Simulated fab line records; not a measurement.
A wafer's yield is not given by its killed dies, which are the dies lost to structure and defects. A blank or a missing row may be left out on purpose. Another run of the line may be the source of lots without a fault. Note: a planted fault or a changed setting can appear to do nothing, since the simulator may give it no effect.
Which tool did it? :: flow sky130 :: Sampling: 12 lots, 35 wafers, 5 of 708 route steps

== WHAT THE GAUGES SHOWED, per wafer ==
SKY_GATE_OXIDE_TW_MEAS_14.
lot: L418
measured: day 14 19:17
on: film metro-03
GATE_OXIDE_TW: 221.7 221.6 222.6

lot: L420
measured: day 14 23:23
on: film metro-03
GATE_OXIDE_TW: 221.6 222.4 222.3

lot: L419
measured: day 14 23:25
on: film metro-04
GATE_OXIDE_TW: 224.9 224.7 225.5

lot: L422
measured: day 16 10:17
on: film metro-04
GATE_OXIDE_TW: 225.0 224.9 224.8

lot: L426
measured: day 16 22:48
on: film metro-04
GATE_OXIDE_TW: 225.8 224.2 225.2

lot: L428
measured: day 18 09:44
on: film metro-03
GATE_OXIDE_TW: 222.0 222.7 223.5

lot: L429
measured: day 18 10:47
on: film metro-04
GATE_OXIDE_TW: 224.5 225.6 225.3

lot: L435
measured: day 20 00:35
on: film metro-04
GATE_OXIDE_TW: 226.3 224.7

lot: L437
measured: day 20 22:05
on: film metro-04
GATE_OXIDE_TW: 226.8 226.1 225.9

lot: L438
measured: day 21 02:59
on: film metro-04
GATE_OXIDE_TW: 226.6 226.4 226.3

lot: L439
measured: day 21 07:25
on: film metro-03
GATE_OXIDE_TW: 223.3 222.9 223.7

lot: L440
measured: day 21 17:35
on: film metro-04
GATE_OXIDE_TW: 226.6 228.2 225.9

SKY_LDD_HVP_TW_MEAS_10.
lot: L418
measured: day 22 16:19
on: film metro-04
LDD_HVP_TW: 461 462 461

lot: L420
measured: day 23 02:55
on: film metro-04
LDD_HVP_TW: 456 457 457

lot: L419
measured: day 23 01:35
on: film metro-04
LDD_HVP_TW: 455 453 457

lot: L422
measured: day 24 12:16
on: film metro-04
LDD_HVP_TW: 457 456 456

lot: L426
measured: day 24 21:49
on: film metro-03
LDD_HVP_TW: 451 452 455

lot: L428
measured: day 26 12:22
on: film metro-03
LDD_HVP_TW: 453 455 454

lot: L429
measured: day 26 11:10
on: film metro-04
LDD_HVP_TW: 462 463 459

lot: L435
measured: day 27 22:15
on: film metro-03
LDD_HVP_TW: 451 452

lot: L437
measured: day 28 16:21
on: film metro-04
LDD_HVP_TW: 458 460 460

lot: L438
measured: day 29 00:07
on: film metro-01
LDD_HVP_TW: 463 461 462

lot: L439
measured: day 29 02:26
on: film metro-04
LDD_HVP_TW: 461 461 462

lot: L440
measured: day 29 11:31
on: film metro-03
LDD_HVP_TW: 455 454 454

SKY_VIA1_RS_MEAS_22: the measuring method here is four-point-probe.
lot: L418
measured: day 35 03:04
on: film metro-02
VIA1_W_RS (ohm/sq): 0.428 0.428 0.432

lot: L420
measured: day 35 10:33
on: film metro-02
VIA1_W_RS (ohm/sq): 0.425 0.424 0.424

lot: L419
measured: day 35 08:19
on: film metro-02
VIA1_W_RS (ohm/sq): 0.428 0.431 0.428

lot: L422
measured: day 36 17:31
on: film metro-03
VIA1_W_RS (ohm/sq): 0.431 0.429 0.438

lot: L426
measured: day 36 23:14
on: film metro-03
VIA1_W_RS (ohm/sq): 0.427 0.427 0.426

lot: L428
measured: day 38 06:52
on: film metro-03
VIA1_W_RS (ohm/sq): 0.437 0.431 0.432

lot: L429
measured: day 38 06:17
on: film metro-03
VIA1_W_RS (ohm/sq): 0.425 0.429 0.427

lot: L435
measured: day 39 12:57
on: film metro-02
VIA1_W_RS (ohm/sq): 0.436 0.428

lot: L437
measured: day 40 06:11
on: film metro-02
VIA1_W_RS (ohm/sq): 0.428 0.430 0.428

lot: L438
measured: day 40 09:41
on: film metro-01
VIA1_W_RS (ohm/sq): 0.428 0.429 0.426

lot: L439
measured: day 40 13:55
on: film metro-01
VIA1_W_RS (ohm/sq): 0.425 0.423 0.432

lot: L440
measured: day 40 23:58
on: film metro-03
VIA1_W_RS (ohm/sq): 0.428 0.438 0.431

SKY_PASSIVATION_THK_MEAS_01.
lot: L418
measured: day 44 20:01
on: film metro-02
PASSIVATION_CVD_00_THK (nm): 87.6 90.2 90.6

lot: L420
measured: day 45 01:54
on: film metro-02
PASSIVATION_CVD_00_THK (nm): 88.8 91.6 90.7

lot: L419
measured: day 44 21:49
on: film metro-02
PASSIVATION_CVD_00_THK (nm): 88.9 89.4 90.6

lot: L422
measured: day 46 02:46
on: film metro-02
PASSIVATION_CVD_00_THK (nm): 88.3 90.1 88.5

lot: L426
measured: day 46 07:20
on: film metro-01
PASSIVATION_CVD_00_THK (nm): 90.6 91.0 92.5

lot: L428
measured: day 47 09:37
on: film metro-03
PASSIVATION_CVD_00_THK (nm): 89.2 88.5 90.4

lot: L429
measured: day 47 08:50
on: film metro-02
PASSIVATION_CVD_00_THK (nm): 90.1 91.6 91.8

lot: L435
measured: day 48 10:01
on: film metro-02
PASSIVATION_CVD_00_THK (nm): 121.5 124.0

lot: L437
measured: day 48 22:04
on: film metro-03
PASSIVATION_CVD_00_THK (nm): 122.1 89.2 89.6

lot: L438
measured: day 49 02:19
on: film metro-02
PASSIVATION_CVD_00_THK (nm): 89.1 89.6 89.9

lot: L439
measured: day 49 04:14
on: film metro-03
PASSIVATION_CVD_00_THK (nm): 88.2 87.6 87.7

lot: L440
measured: day 49 13:15
on: film metro-01
PASSIVATION_CVD_00_THK (nm): 89.0 90.5 92.5

== WHAT TOOL EACH LOT RAN ON (gives the tool, then ch and the chambers of the sampled wafers, and finally the start) ==
lot: L418
SKY_PASSIVATION_CVD_00: pecvd-01 ch 0,1, day 44 19:58

lot: L420
SKY_PASSIVATION_CVD_00: pecvd-02 ch 1,2, day 45 01:52

lot: L419
SKY_PASSIVATION_CVD_00: pecvd-04 ch 1,2, day 44 21:47

lot: L422
SKY_PASSIVATION_CVD_00: pecvd-02 ch 0,1,2, day 46 02:45

lot: L426
SKY_PASSIVATION_CVD_00: pecvd-01 ch 0,1,2, day 46 07:18

lot: L428
SKY_PASSIVATION_CVD_00: pecvd-04 ch 0,1,2, day 47 09:35

lot: L429
SKY_PASSIVATION_CVD_00: pecvd-04 ch 0,1, day 47 08:49

lot: L435
SKY_PASSIVATION_CVD_00: pecvd-01 ch 1, day 48 09:58

lot: L437
SKY_PASSIVATION_CVD_00: pecvd-01 ch 0,2, day 48 22:02

lot: L438
SKY_PASSIVATION_CVD_00: pecvd-04 ch 1,2, day 49 02:16

lot: L439
SKY_PASSIVATION_CVD_00: pecvd-02 ch 1,2, day 49 04:13

lot: L440
SKY_PASSIVATION_CVD_00: pecvd-04 ch 0,1, day 49 13:13
- SKY_PASSIVATION_CVD_00: deposits SiO2, target thk 90 nm.

== AS READ BY THE TOOLS THEMSELVES (means over the sampled wafers that have a number; for cases with no such wafer, the mark the record gives instead) ==
SKY_PASSIVATION_CVD_00.
lot: L418
tool: pecvd-01
heater power w (W): 541
rf fwd power W (W): 591.1

lot: L420
tool: pecvd-02
heater power w (W): 751
rf fwd power W (W): 589.2

lot: L419
tool: pecvd-04
heater power w (W): 699
rf fwd power W (W): 588.3

lot: L422
tool: pecvd-02
heater power w (W): 754
rf fwd power W (W): 590.7

lot: L426
tool: pecvd-01
heater power w (W): 645
rf fwd power W (W): 590.9

lot: L428
tool: pecvd-04
heater power w (W): 630
rf fwd power W (W): 586.7

lot: L429
tool: pecvd-04
heater power w (W): 569
rf fwd power W (W): 586.9

lot: L435
tool: pecvd-01
heater power w (W): 634
rf fwd power W (W): 588.3

lot: L437
tool: pecvd-01
heater power w (W): 701
rf fwd power W (W): 590.6

lot: L438
tool: pecvd-04
heater power w (W): 565
rf fwd power W (W): 589.7

lot: L439
tool: pecvd-02
heater power w (W): 828
rf fwd power W (W): 588.8

lot: L440
tool: pecvd-04
heater power w (W): 680
rf fwd power W (W): 588.6

== THE ANSWER, worked out from the rows above alone ==
Rule: the lots themselves supply what counts as usual. Put in order of their means at a reading, lots are off if they are a third of the lots or fewer, leave a main group of 4 or more, and stand apart from it by a gap of 3 or more times the standard deviation of the main group's means; of several such gaps the widest counts. A main group whose means are all the same, to the digits that the tables above print for the reading, isn't used. Also off: a lot with no number at a reading for which 4 or more lots have one. Where the step has rows for the other lots, those lots are counted as sound. The gauges are gone through in route order, then the tools' own readings, and for those a lot's mean is taken as printed above. The first step at which some lot is off is used, and at that step the reading that is off furthest; a lot without a number counts as furthest.
Off: at SKY_PASSIVATION_THK_MEAS_01 (PASSIVATION_CVD_00_THK), L435, L437. Mean 89.8 nm and standard deviation 1 in the main group.
A tool fits if, at a process step before that reading, it ran every lot that is off, and no sound lot after the first of them. Gauges at SKY_PASSIVATION_THK_MEAS_01: tried the same way as those tools. One fits: SKY_PASSIVATION_CVD_00 on pecvd-01. Its last sound lot is L426 (day 46 07:18), its first lot that is off L435 (day 48 09:58): a fault that began between those two fits.

== WHAT THE SIMULATOR HAD INSERTED ==
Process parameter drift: pecvd-01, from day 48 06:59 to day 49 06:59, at SKY_PASSIVATION_CVD_00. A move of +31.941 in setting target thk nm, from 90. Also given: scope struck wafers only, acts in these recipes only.
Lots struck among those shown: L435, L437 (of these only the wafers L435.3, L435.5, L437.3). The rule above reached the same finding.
